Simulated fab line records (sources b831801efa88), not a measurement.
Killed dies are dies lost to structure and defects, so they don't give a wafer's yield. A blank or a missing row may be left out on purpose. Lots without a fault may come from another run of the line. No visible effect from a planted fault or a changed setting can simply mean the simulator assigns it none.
A lot that was struck, set against a sound lot + flow sky130 + 24 out of 708 route steps
Sound: wafers L580.1, L580.3, L580.4. The struck wafers were L592.2, L592.5, L592.6. The cause is given at the end.
Per side, at each step with rows, come the tool, then ch with its chambers, and then its first start. Under that, the readings that differ: sound wafers + struck wafers + difference of the means + sigmas: that difference in standard deviations of wafers without a fault.
alike: a reading whose means differ by less than 2 such deviations, as well as words and numbers matching on both sides. not compared: withheld readings; readings where some wafer has no value; bounds like >300 that might hide an equal value; numbers whose values overlap and for which the record gives no deviation.
A row with sigmas, a row that says differs or no value, or rows on one side alone: a step with any of these is where the two part. Numbers that have no deviation but don't overlap get no sigmas and don't part them. Lack of a reading on every wafer of one side parts them only where that side has two or more wafers.

first, 2 steps without rows for these wafers: SKY_SONOS_TUNNEL_WET_ETCH_10 (etches SiO2 in dHF, target depth 14 nm, time 280 s); SKY_SONOS_TUNNEL_STRIP_11 (strips in SPM, time 600 s).
SKY_SONOS_TUNNEL_TW_MEAS_12:
  sound: filmMetro-02 at day 11 14:23; struck: filmMetro-04 at day 15 05:48
  alike: SONOS_TUNNEL_TW
then, 2 steps without rows for these wafers: SKY_SONOS_TUNNEL_CLEAN_13 (cleans in dHF, time 20 s); SKY_SONOS_ONO_OXIDATION_00 (stabilise 600 s, purge 300 s, target thk 2.6 nm).
SKY_SONOS_ONO_THK_MEAS_01:
  sound: filmMetro-01 at day 11 16:06; struck: filmMetro-04 at day 15 08:31
| reading                      | sound          | struck         | difference | sigmas |
|------------------------------|----------------|----------------|------------|--------|
| SONOS_ONO_OXIDATION_THK (nm) | 2.68 2.66 2.66 | 2.52 2.56 2.55 | -0.12      | -2     |
then, 1 step without rows for these wafers: SKY_SONOS_ONO_CVD_02 (deposits Si3N4 from DCS/NH3, target thk 10.5 nm, time 180 s).
SKY_SONOS_ONO_THK_MEAS_03:
  sound: filmMetro-01 at day 11 17:13; struck: filmMetro-01 at day 15 14:44
  alike: SONOS_ONO_CVD_02_THK
then, 1 step without rows for these wafers: SKY_SONOS_ONO_CVD_04 (deposits SiO2 from SiH4/N2O, target thk 5.7199 nm).
SKY_SONOS_ONO_THK_MEAS_05:
  sound: filmMetro-02 at day 11 18:31; struck: filmMetro-04 at day 15 16:03
  alike: SONOS_ONO_CVD_04_THK
then, 2 steps without rows for these wafers: SKY_SONOS_ONO_DEHYDRATE_06 (time 60 s); SKY_SONOS_ONO_HMDS_07 (prime time 60 s).
SKY_SONOS_ONO_COAT_08: resist thk 1140 nm.
  sound on lithoTrack-02 ch 0, day 12 05:52; struck on lithoTrack-02 ch 0, day 16 05:08
| reading                                       | sound                | struck               | difference | sigmas      |
|-----------------------------------------------|----------------------|----------------------|------------|-------------|
| spinSpeedRpm (rpm)                            | 3000.3 3001.7 2998.9 | 2748.6 2749.5 2749.9 | -251.0     | -99 or more |
| model.NOVOLAK_of_SONOS_ONO_COAT_08.thkNm (nm) | 1144 1148 1147       | 1194 1196 1194       | +48        |             |
  alike: chillPlateTempC, exhaustPa
then, 4 steps without rows for these wafers: SKY_SONOS_ONO_SOFTBAKE_09 (time 60 s); SKY_SONOS_ONO_EXPOSE_10 (exposes mask ONOM, target cd 410 nm); SKY_SONOS_ONO_PEB_11; SKY_SONOS_ONO_DEVELOP_12 (develop time 60 s).
SKY_SONOS_ONO_CD_MEAS_13: target cd 410 nm.
  sound: cdSem-02 at day 12 17:56; struck: cdSem-01 at day 16 19:59
| reading   | sound             | struck            | difference | sigmas |
|-----------|-------------------|-------------------|------------|--------|
| cdNm (nm) | 411.0 407.3 408.7 | 416.3 415.7 416.1 | +7.0       | +3     |
SKY_SONOS_ONO_OVL_MEAS_14:
  sound: overlay-02 at day 12 18:03; struck: overlay-01 at day 16 20:05
  alike: SONOS_ONO_OVL
SKY_SONOS_ONO_ETCH_15: etches the open film in CHF3/O2, target depth 19.52 nm, time 7.8 s.
  sound on rieDiel-03 ch 1,2,3, day 12 18:05; struck on rieDiel-01 ch 1,2, day 16 20:07
| reading                                       | sound           | struck            | difference | sigmas |
|-----------------------------------------------|-----------------|-------------------|------------|--------|
| model.NOVOLAK_of_SONOS_ONO_COAT_08.thkNm (nm) | 1128 1131 1130  | 1177 1180 1177    | +48        |        |
| model.SONOS_ONO.cdNm (nm)                     | 411 407.5 408.9 | 416.5 415.9 416.1 | +7.0       |        |
  alike: drypumpMotorCurrentA, oesProductAu, throttleValvePct
  not compared: rfHoursCounterH
then, 1 step without rows for these wafers: SKY_SONOS_ONO_WET_ETCH_16 (etches SiO2 in dHF, target depth 14 nm, time 280 s).
SKY_SONOS_ONO_STRIP_17: strips in O2/N2.
  sound on plasmaAsher-01 ch 0,1, day 12 18:11; struck on plasmaAsher-03 ch 0,1, day 16 20:13
| reading                  | sound             | struck            | difference | sigmas |
|--------------------------|-------------------|-------------------|------------|--------|
| stripTimeToEndpointS (s) | 14.16 14.20 14.18 | 14.69 14.73 14.69 | +0.52      | +10    |
  alike: drypumpMotorCurrentA, oesProductAu
  not compared: rfHoursCounterH
then, 1 step without rows for these wafers: SKY_SONOS_ONO_WET_ETCH_18 (etches Si3N4 in H3PO4, target depth 15 nm, time 172 s).
SKY_PAD_OPEN_PROBE_99:
  sound wafers here have rows in the record (prober-02, day 45 14:23); struck ones have none

WHERE THEY PART
Last at SKY_PAD_OPEN_PROBE_99 as far as this record goes, first at SKY_SONOS_ONO_THK_MEAS_01.

WHY: what the simulator had put in
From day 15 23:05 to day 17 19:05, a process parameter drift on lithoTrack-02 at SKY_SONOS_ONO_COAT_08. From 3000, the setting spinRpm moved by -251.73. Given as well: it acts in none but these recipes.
